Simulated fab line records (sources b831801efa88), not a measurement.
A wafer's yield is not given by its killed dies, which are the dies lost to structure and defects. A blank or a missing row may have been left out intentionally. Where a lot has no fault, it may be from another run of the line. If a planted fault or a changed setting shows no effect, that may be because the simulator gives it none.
fab line records	flow sky130
[record] lots = 6	wafers = 18	last_day = 50
route steps=708 shown METAL2@485 PAD_OPEN@708
lots that met no fault: from a run of the same line without faults
start_h: start of the lot's first displayed wafer, in hours after the record's first day	wait_h: hours since the lot's step before	" the same as in the row above	L1.1+2: one row covering several wafers at once	- no value present, or no start provided	* or withheld: withheld	< > ~ a bound
route shown NAME@n: NAME is a module with steps in the file, n the number in the route of the first one	usual: mean and standard deviation over wafers with no fault	same: alike in all rows	chamber/n: place in a boat	sites: readings site by site	_std_site: standard deviation of those values	_edge_site: the outer-site mean with the inner-site mean subtracted	radius_mm: for every site, how far away it sits from the centre of the wafer	mask NAME#n: copy n	behind: tool/chamber where the wafer was last shaped	hold: cause of the lot's hold/its duration in hours/its outcome	device: the transistor (n, p or np) that didn't switch	end of line: the route-end tests of the same wafers	a step without rows: its recipe alone	killed: count of dies lost to structure and defects at first sort (not the wafer's yield)	map: the dies of a wafer, with x for killed, . for not killed, _ for no die there
set.NAME: the setting the step ran with; set.NAME@STEP: the setting that earlier step ran with	model.NAME: the simulator's own value behind a step, which no gauge read
certain route steps with their lots: each step a table, each wafer a row
services: when a tool's chamber went out of use (start_h, in hours from the record's first day, below 0 if earlier), for how many hours, and the reason
[[steps]]
[step SKY_METAL2_SPUTTER_02]
[recipe] material = AlCu	target_thk_nm = 250	power_w = 10600	time_s = 13.3	chamber_pressure_pa = 0.4
[usual] chamber_pressure_pa = 0.4000/0.0008	throttle_valve_pct = 30.2/0.93
lot.wafer	tool	chamber	start_h	wait_h	chamber_pressure_pa	throttle_valve_pct
L317.2	pvd_sputter-01	-	801.44	0.0	0.3995	30.6
L317.4	"	-	"	"	0.3997	29.2
L317.6	"	-	"	"	0.4006	30.2
L323.4	pvd_sputter-01	-	856.88	0.0	0.3984	30.6
L323.5	"	-	"	"	0.3991	30.5
L323.6	"	-	"	"	0.3999	29.4
L328.1	pvd_sputter-04	-	891.57	0.0	0.4007	30.4
L328.4	"	-	"	"	0.4003	31.3
L328.5	"	-	"	"	0.3995	28.7
L331.3	pvd_sputter-01	-	913.02	0.0	0.4006	30.6
L331.5	"	-	"	"	0.3993	30.5
L331.6	"	-	"	"	0.3999	29.2
L329.2	pvd_sputter-04	-	917.25	0.0	0.3993	31.4
L329.4	"	-	"	"	0.4009	28.5
L329.5	"	-	"	"	0.3999	30.1
L338.1	pvd_sputter-04	-	967.67	0.0	0.4001	28.5
L338.3	"	-	"	"	0.4004	29.9
L338.6	"	-	"	"	0.4007	30.0
[step SKY_METAL2_SPUTTER_03]
[recipe] material = Ti	target_thk_nm = 5	power_w = 2925	time_s = 3.3	chamber_pressure_pa = 0.4
[usual] chamber_pressure_pa = 0.4000/0.00074	throttle_valve_pct = 30.2/0.9
lot.wafer	tool	chamber	start_h	wait_h	chamber_pressure_pa	throttle_valve_pct
L317.2	pvd_sputter-01	-	801.46	0.0	0.4005	30.6
L317.4	"	-	"	"	0.4000	29.4
L317.6	"	-	"	"	0.4000	30.4
L323.4	pvd_sputter-01	-	856.90	0.0	0.4007	30.4
L323.5	"	-	"	"	0.4013	30.5
L323.6	"	-	"	"	0.3999	29.3
L328.1	pvd_sputter-04	-	891.59	0.0	0.3996	30.0
L328.4	"	-	"	"	0.4003	31.7
L328.5	"	-	"	"	0.4014	28.7
L331.3	pvd_sputter-01	-	913.04	0.0	0.3994	30.5
L331.5	"	-	"	"	0.4003	30.3
L331.6	"	-	"	"	0.4006	29.7
L329.2	pvd_sputter-04	-	917.27	0.0	0.4018	31.3
L329.4	"	-	"	"	0.4002	28.5
L329.5	"	-	"	"	0.4005	30.5
L338.1	pvd_sputter-04	-	967.69	0.0	0.3995	28.8
L338.3	"	-	"	"	0.4010	30.1
L338.6	"	-	"	"	0.3992	29.9
[step SKY_METAL2_SPUTTER_04]
[recipe] material = TiN	target_thk_nm = 70	power_w = 6500	time_s = 58.3	chamber_pressure_pa = 0.4
[usual] chamber_pressure_pa = 0.3999/0.00087	throttle_valve_pct = 30.2/0.92
lot.wafer	tool	chamber	start_h	wait_h	chamber_pressure_pa	throttle_valve_pct
L317.2	pvd_sputter-01	-	801.48	0.0	0.4007	30.4
L317.4	"	-	"	"	0.3998	29.4
L317.6	"	-	"	"	0.4012	30.4
L323.4	pvd_sputter-01	-	856.93	0.0	0.3981	30.5
L323.5	"	-	"	"	0.4018	30.5
L323.6	"	-	"	"	0.3997	29.4
L328.1	pvd_sputter-04	-	891.61	0.0	0.4007	30.1
L328.4	"	-	"	"	0.4003	31.4
L328.5	"	-	"	"	0.3995	28.8
L331.3	pvd_sputter-01	-	913.06	0.0	0.3997	30.5
L331.5	"	-	"	"	0.4019	30.7
L331.6	"	-	"	"	0.3991	29.4
L329.2	pvd_sputter-04	-	917.29	0.0	0.4006	31.4
L329.4	"	-	"	"	0.4009	28.5
L329.5	"	-	"	"	0.3986	30.1
L338.1	pvd_sputter-04	-	967.71	0.0	0.3998	28.6
L338.3	"	-	"	"	0.4000	29.9
L338.6	"	-	"	"	0.4001	30.1
[step SKY_METAL2_RS_MEAS_05]
[recipe] thk_meas_gauge = four-point-probe	reads = TiN_of_METAL2_SPUTTER_04+Ti_of_METAL2_SPUTTER_03+AlCu_of_METAL2_SPUTTER_02+TiN_of_METAL2_SPUTTER_01+Ti_of_METAL2_SPUTTER_00
[usual] METAL2_ALCU_RS = 0.1263/0.0016
lot.wafer	tool	chamber	start_h	wait_h	METAL2_ALCU_RS[ohm/sq]
L317.2	film_metro-03	-	801.55	0.0	0.1251
L317.4	"	-	"	"	0.1267
L317.6	"	-	"	"	0.1256
L323.4	film_metro-01	-	857.02	0.1	0.1242
L323.5	"	-	"	"	0.1234
L323.6	"	-	"	"	0.1238
L328.1	film_metro-03	-	891.66	0.0	0.1265
L328.4	"	-	"	"	0.1252
L328.5	"	-	"	"	0.1288
L331.3	film_metro-03	-	913.15	0.1	0.1265
L331.5	"	-	"	"	0.1256
L331.6	"	-	"	"	0.1256
L329.2	film_metro-04	-	917.36	0.0	0.1251
L329.4	"	-	"	"	0.1284
L329.5	"	-	"	"	0.1251
L338.1	film_metro-03	-	967.76	0.0	0.1277
L338.3	"	-	"	"	0.1267
L338.6	"	-	"	"	0.1260
[step SKY_METAL2_THK_MEAS_06]
[recipe] thk_meas_gauge = xrf	reads = AlCu_of_METAL2_SPUTTER_02
[usual] METAL2_ALCU_THK = 251/3.3
lot.wafer	tool	chamber	start_h	wait_h	METAL2_ALCU_THK[nm]
L317.2	film_metro-03	-	801.66	0.1	252
L317.4	"	-	"	"	251
L317.6	"	-	"	"	251
L323.4	film_metro-01	-	857.11	0.1	252
L323.5	"	-	"	"	252
L323.6	"	-	"	"	253
L328.1	film_metro-03	-	891.78	0.1	248
L328.4	"	-	"	"	254
L328.5	"	-	"	"	246
L331.3	film_metro-03	-	913.25	0.1	252
L331.5	"	-	"	"	250
L331.6	"	-	"	"	252
L329.2	film_metro-04	-	917.47	0.1	255
L329.4	"	-	"	"	248
L329.5	"	-	"	"	254
L338.1	film_metro-03	-	967.88	0.1	248
L338.3	"	-	"	"	248
L338.6	"	-	"	"	252
[step SKY_METAL2_DEHYDRATE_07]
[recipe] temp_c = 200	time_s = 60
[step SKY_METAL2_HMDS_08]
[recipe] prime_time_s = 60	prime_temp_c = 120
[step SKY_METAL2_COAT_09]
[recipe] resist = BARC	temp_c = withheld	time_s = withheld	spin_rpm = 3000	resist_thk_nm = 60
[step SKY_METAL2_COAT_10]
[recipe] resist = KrF-thick	spin_rpm = 3000	resist_thk_nm = 450
[step SKY_METAL2_SOFTBAKE_11]
[recipe] temp_c = 99.33	time_s = 90	resist = KrF-thick
[step SKY_METAL2_EXPOSE_12]
[recipe] mask_id = MM2	na = 0.8	source_shape = annular	sigma_inner = 0.55	sigma_outer = 0.85	target_cd_nm = 140	dose_mj = 28
[step SKY_METAL2_PEB_13]
[recipe] peb_temp_c = withheld	peb_time_s = withheld	resist = KrF-thick
[step SKY_METAL2_DEVELOP_14]
[recipe] develop_time_s = 60	resist = KrF-thick	dev_temp_c = 21
[usual] chill_plate_temp_C = 23.00/0.099	developer_temp_C = 20.98/0.11
lot.wafer	tool	chamber	start_h	wait_h	chill_plate_temp_C	developer_temp_C
L317.2	litho_track-01	0	824	-	23.01	20.84
L317.4	"	0	"	"	23.10	20.76
L317.6	"	0	"	"	23.00	20.90
L323.4	litho_track-03	0	881	-	23.08	20.84
L323.5	"	0	"	"	22.97	20.87
L323.6	"	0	"	"	23.02	20.92
L328.1	litho_track-03	0	916	-	23.13	21.67
L328.4	"	0	"	"	23.28	21.87
L328.5	"	0	"	"	23.15	21.53
L331.3	litho_track-04	0	937	-	23.03	21.09
L331.5	"	0	"	"	22.99	20.86
L331.6	"	0	"	"	22.88	20.97
L329.2	litho_track-03	0	942	-	23.13	21.93
L329.4	"	0	"	"	22.96	21.86
L329.5	"	0	"	"	22.79	21.74
L338.1	litho_track-04	0	992	-	22.92	20.89
L338.3	"	0	"	"	23.15	20.94
L338.6	"	0	"	"	23.00	20.92
[step SKY_METAL2_CD_MEAS_15]
[recipe] target_cd_nm = 140
[usual] cd_nm = 140.1/1.5
lot.wafer	tool	chamber	start_h	wait_h	cd_nm
L317.2	cd_sem-01	-	838.08	-	138.2
L317.4	"	-	"	"	137.9
L317.6	"	-	"	"	137.8
L323.4	cd_sem-02	-	882.05	-	139.6
L323.5	"	-	"	"	140.0
L323.6	"	-	"	"	139.8
L328.1	cd_sem-01	-	916.59	-	141.1
L328.4	"	-	"	"	140.9
L328.5	"	-	"	"	142.3
L331.3	cd_sem-02	-	937.88	-	141.2
L331.5	"	-	"	"	139.9
L331.6	"	-	"	"	138.1
L329.2	cd_sem-01	-	942.46	-	140.5
L329.4	"	-	"	"	139.6
L329.5	"	-	"	"	139.9
L338.1	cd_sem-01	-	992.54	-	140.2
L338.3	"	-	"	"	141.2
L338.6	"	-	"	"	141.4
[step SKY_PAD_OPEN_PROBE_99]
[usual] defect_limited_yield = 82.8/1.8	killed_at_M0_to_M3 = 42/5.8	killed_at_M4_up = 3.0/2	killed_at_contacts = 24/5.5	killed_at_front_end = 15/3.9	killed_at_other = 0.3/0.54	killed_dies = 85/8.8	killed_open = 47/6.8	killed_short = 38/5.9	sort_bin_3_pad_short = 0.9/0.41	sort_bin_5_function = 10.1/1.4	sort_bin_6_memory = 6.2/1.2	sort_n_pass = 407/8.8	sort_yield_pct = 82.8/1.8
[same] gross_dies = 492	killed_at_back_side = 0	sort_bin_4_leakage[%] = 0	sort_bin_8_speed[%] = 0
lot.wafer	tool	chamber	start_h	wait_h	defect_limited_yield[%]	killed_at_M0_to_M3	killed_at_M4_up	killed_at_contacts	killed_at_front_end	killed_at_other	killed_dies	killed_open	killed_short	sort_bin_3_pad_short[%]	sort_bin_5_function[%]	sort_bin_6_memory[%]	sort_n_pass	sort_yield_pct[%]
L317.2	prober-02	-	1088.67	0.1	83.9	35	5	23	16	0	79	41	38	1.0	10.0	5.1	413	83.9
L317.4	prober-02	-	1088.77	0.2	78.9	44	3	38	19	0	104	54	50	0.2	13.6	7.3	388	78.9
L317.6	prober-02	-	1088.87	0.2	86.4	34	0	11	22	0	67	32	35	1.0	6.7	5.9	425	86.4
L323.4	prober-02	-	1125.57	0.2	85.0	35	7	17	15	0	74	38	36	0.6	9.1	5.3	418	85.0
L323.5	prober-02	-	1125.62	0.2	81.7	40	3	32	15	0	90	52	38	1.0	11.6	5.7	402	81.7
L323.6	prober-02	-	1125.67	0.2	86.8	32	1	23	9	0	65	39	26	0.6	6.5	6.1	427	86.8
L328.1	prober-02	-	1154.28	0.1	78.7	56	5	32	12	0	105	52	53	0.2	14.2	6.9	387	78.7
L328.4	prober-02	-	1154.43	0.2	86.2	31	6	19	12	0	68	36	32	0.6	7.3	5.9	424	86.2
L328.5	prober-02	-	1154.48	0.2	79.9	53	5	28	13	0	99	53	46	1.4	12.6	6.1	393	79.9
L331.3	prober-02	-	1165.07	0.2	84.6	44	6	15	11	0	76	42	34	0.6	10.2	4.7	416	84.6
L331.5	prober-02	-	1165.17	0.2	82.1	37	3	33	14	1	88	46	42	1.8	10.0	6.1	404	82.1
L331.6	prober-02	-	1165.22	0.2	83.1	44	3	20	16	0	83	42	41	1.4	9.8	5.7	409	83.1
// killed by level:class
L317.2 VIA1:geometric_particle:open=8 FIELD_ISO:geometric_particle:open=7 CONTACT:geometric_particle:open=7 CONTACT:geometric_particle:short=6 LOCAL_INTERCONNECT:geometric_particle:short=5 VIA2:geometric_particle:open=5 VIA3:geometric_particle:open=5 FIELD_ISO:geometric_particle:short=4
L317.4 VIA1:geometric_particle:open=13 CONTACT:geometric_particle:open=13 LI_CONTACT:geometric_particle:open=8 LOCAL_INTERCONNECT:geometric_particle:short=7 METAL1:geometric_particle:short=6 VIA3:geometric_particle:open=6 CONTACT:geometric_particle:short=6 METAL2:geometric_particle:short=5
L317.6 VIA1:geometric_particle:open=12 POLY_GATE:geometric_particle:short=6 FIELD_ISO:geometric_particle:short=5 CONTACT:geometric_particle:short=5 METAL1:geometric_particle:short=5 METAL2:geometric_particle:short=5 POLY_GATE:geometric_particle:open=4 FIELD_ISO:geometric_particle:open=3
L323.4 VIA1:geometric_particle:open=9 VIA3:geometric_particle:open=8 CONTACT:geometric_particle:open=7 LI_CONTACT:geometric_particle:open=6 METAL4:geometric_particle:short=6 FIELD_ISO:geometric_particle:short=5 POLY_GATE:geometric_particle:short=5 POLY_GATE:geometric_particle:open=3
L323.5 LI_CONTACT:geometric_particle:open=12 VIA1:geometric_particle:open=11 CONTACT:geometric_particle:open=8 METAL2:geometric_particle:short=6 POLY_GATE:geometric_particle:open=5 CONTACT:geometric_particle:short=5 VIA2:geometric_particle:open=4 METAL1:geometric_particle:short=4
L323.6 CONTACT:geometric_particle:open=9 VIA2:geometric_particle:open=8 LI_CONTACT:geometric_particle:open=7 VIA1:geometric_particle:open=7 METAL1:geometric_particle:short=6 LOCAL_INTERCONNECT:geometric_particle:short=5 POLY_GATE:geometric_particle:open=4 VIA3:geometric_particle:short=4
L328.1 CONTACT:geometric_particle:open=13 VIA2:geometric_particle:open=11 LI_CONTACT:geometric_particle:open=9 VIA1:geometric_particle:open=9 METAL2:geometric_particle:short=9 METAL1:geometric_particle:short=6 FIELD_ISO:geometric_particle:open=5 LI_CONTACT:geometric_particle:short=5
L328.4 CONTACT:geometric_particle:open=9 METAL1:geometric_particle:short=6 VIA1:geometric_particle:open=6 VIA2:geometric_particle:open=6 VIA3:geometric_particle:open=6 METAL4:geometric_particle:short=6 POLY_GATE:geometric_particle:short=5 LI_CONTACT:geometric_particle:short=4
L328.5 CONTACT:geometric_particle:open=15 METAL2:geometric_particle:short=10 VIA2:geometric_particle:open=9 VIA3:geometric_particle:open=8 METAL1:geometric_particle:short=7 VIA1:geometric_particle:open=7 METAL3:geometric_particle:short=5 CONTACT:geometric_particle:short=4
L331.3 VIA1:geometric_particle:open=13 METAL2:geometric_particle:short=8 VIA3:geometric_particle:open=7 LI_CONTACT:geometric_particle:open=6 CONTACT:geometric_particle:open=5 METAL3:geometric_particle:short=5 METAL1:geometric_particle:short=3 SPACER:geometric_particle:short=3
L331.5 CONTACT:geometric_particle:open=11 VIA1:geometric_particle:open=11 LI_CONTACT:geometric_particle:open=8 LI_CONTACT:geometric_particle:short=6 VIA1:geometric_particle:short=6 LOCAL_INTERCONNECT:geometric_particle:short=5 METAL2:geometric_particle:short=4 FIELD_ISO:geometric_particle:short=3
L331.6 CONTACT:geometric_particle:open=12 METAL2:geometric_particle:short=8 VIA3:geometric_particle:open=7 VIA2:geometric_particle:open=6 FIELD_ISO:geometric_particle:open=5 VIA1:geometric_particle:open=5 VIA3:geometric_particle:short=5 METAL1:geometric_particle:short=5
[[services]]
tool	chamber	start_h	hours	kind
litho_track-03	-	786.97	-	consumable_replace:filter
pvd_sputter-04	-	826.58	7.5	repair
litho_track-03	-	931.88	-	consumable_replace:filter
[[key]]
[first_sign] step = SKY_METAL2_DEVELOP_14	reading = developer_temp_C	direction = up	sigmas = 7.3	usual = *	struck = *
effect none on later readings
met_at SKY_METAL2_DEVELOP_14
struck_wafers L328.1,L328.4,L328.5,L329.2,L329.4,L329.5
onset_between 881 916
[fault] kind = process_parameter_drift	tool = litho_track-03	chamber = -	onset_h = 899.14	steps = SKY_METAL2_DEVELOP_14	channel = dev_temp_c	offset = *	shape = step	end_h = 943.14	acts_in = *	stated = *
